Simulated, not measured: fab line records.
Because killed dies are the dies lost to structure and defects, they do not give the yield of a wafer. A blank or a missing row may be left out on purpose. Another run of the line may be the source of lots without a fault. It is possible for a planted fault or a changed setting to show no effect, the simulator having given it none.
Problem report, 8D (eight disciplines) form, completed by code | flow gf180mcu | the parts of the form that need people (team, actions taken, sign-off) are left out

== 1. WHAT IS WRONG ==
Mean of run_length_s at GF_MIM_METAL_ETCH_19: 68.4 s across 3 wafers in 2 lots; on wafers with no fault it is 82.6 s (standard deviation 0.38). That puts it -37 standard deviations away from the usual mean.
The step: etches the open film in Cl2/BCl3, stops on Si3N4, target depth 324.5 nm, time 54.1 s.
Earliest sighting: wafer L896.3 on rie_metal-04 at day 30 17:26. The record holds 42 wafers of 14 lots with a number at this step. By rule, "out" or "out of limits" means more than 4 standard deviations away from the usual mean. All remaining wafers that have a number are taken as sound.

== 2. WHAT THIS IS AND IS NOT ==
question                    | is                                               | is not
which readings at this step | run_length_s, oes_product_au, throttle_valve_pct | drypump_motor_current_A
which lots                  | L896, L900                                       | L879, L880, L882, L883, L887, L888, L889, L890, L892, L894, L901, L902
which wafers of those lots  | L896.3, L896.5, L900.6                           | L896.2, L900.1, L900.5
read on which tools         | rie_metal-04                                     | rie_metal-02, rie_metal-03
when                        | from day 30 17:26                                | up to then (31 sound wafers); but 8 sound wafers of L900, L901, L902 came after

== 3. WHAT RULES OUT EACH SUSPECT ==
Counting: any tool at a process step up to the reading remains a suspect provided it ran every lot that is out. Sound lots after the first of them don't rule it out here, since some wafers of a struck lot are sound.
- cvd_w-02 at GF_V4_CVD_23 (deposits W, target thk 350 nm, time 104.9 s): kept. Ran every lot that is out, first one L896 (day 29 22:10); last sound lot up to then L894 (day 29 12:41).
- rie_metal-04 at GF_MIM_METAL_ETCH_19 (etches the open film in Cl2/BCl3, stops on Si3N4, target depth 324.5 nm, time 54.1 s): kept. Ran every lot that is out, first one L896 (day 30 17:26); last sound lot up to then L890 (day 29 01:33). Its own readings are out on those wafers: oes_product_au, run_length_s, throttle_valve_pct.
- Within rie_metal-04 at GF_MIM_METAL_ETCH_19, the wafers that are out were processed in chamber 1 and their sound lot-mates in chamber 0.
What counting leaves: cvd_w-02 at GF_V4_CVD_23 and rie_metal-04 at GF_MIM_METAL_ETCH_19.

== 4. THE CAUSE (what the simulator had put in) ==
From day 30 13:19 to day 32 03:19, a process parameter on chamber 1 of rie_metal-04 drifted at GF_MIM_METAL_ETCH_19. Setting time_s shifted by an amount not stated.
After counting, 2 suspects remain, this tool included.

== 5. SEQUENCE OF EFFECTS, ordered by route ==
Rows list readings where the struck wafers' mean (over those with a number) sits beyond 3 standard deviations from the usual. Scope: only readings with a usual standard deviation given in the record; hours: median across lots of the time from each lot's start at the first step in this table that gives one to its start at this step; sigmas: change in usual standard deviations.
hours | step                 | reading                  | usual      | on struck wafers | change | sigmas
0     | GF_MIM_METAL_ETCH_19 | oes_product_au           | 0.941 a.u. | 0.997            | +0.056 | +8.5
0     | GF_MIM_METAL_ETCH_19 | run_length_s             | 82.6 s     | 68.4             | -14.2  | -37
0     | GF_MIM_METAL_ETCH_19 | throttle_valve_pct       | 28.283 %   | 28.232           | -0.051 | -4.6
0     | GF_MIM_STRIP_20      | oes_product_au           | 0.692 a.u. | 0.714            | +0.022 | +4.5
0     | GF_MIM_STRIP_20      | strip_time_to_endpoint_s | 11.23 s    | 11.63            | +0.40  | +10
Here are the process steps it includes:
- GF_MIM_METAL_ETCH_19: etches the open film in Cl2/BCl3, stops on Si3N4, target depth 324.5 nm, time 54.1 s.
- GF_MIM_STRIP_20: strips in O2/N2.

== 6. HOW IT WOULD HAVE BEEN CAUGHT EARLIER ==
In this record no reading fell out of limits until day 30 17:26, 4 hours after the fault had begun at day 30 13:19.
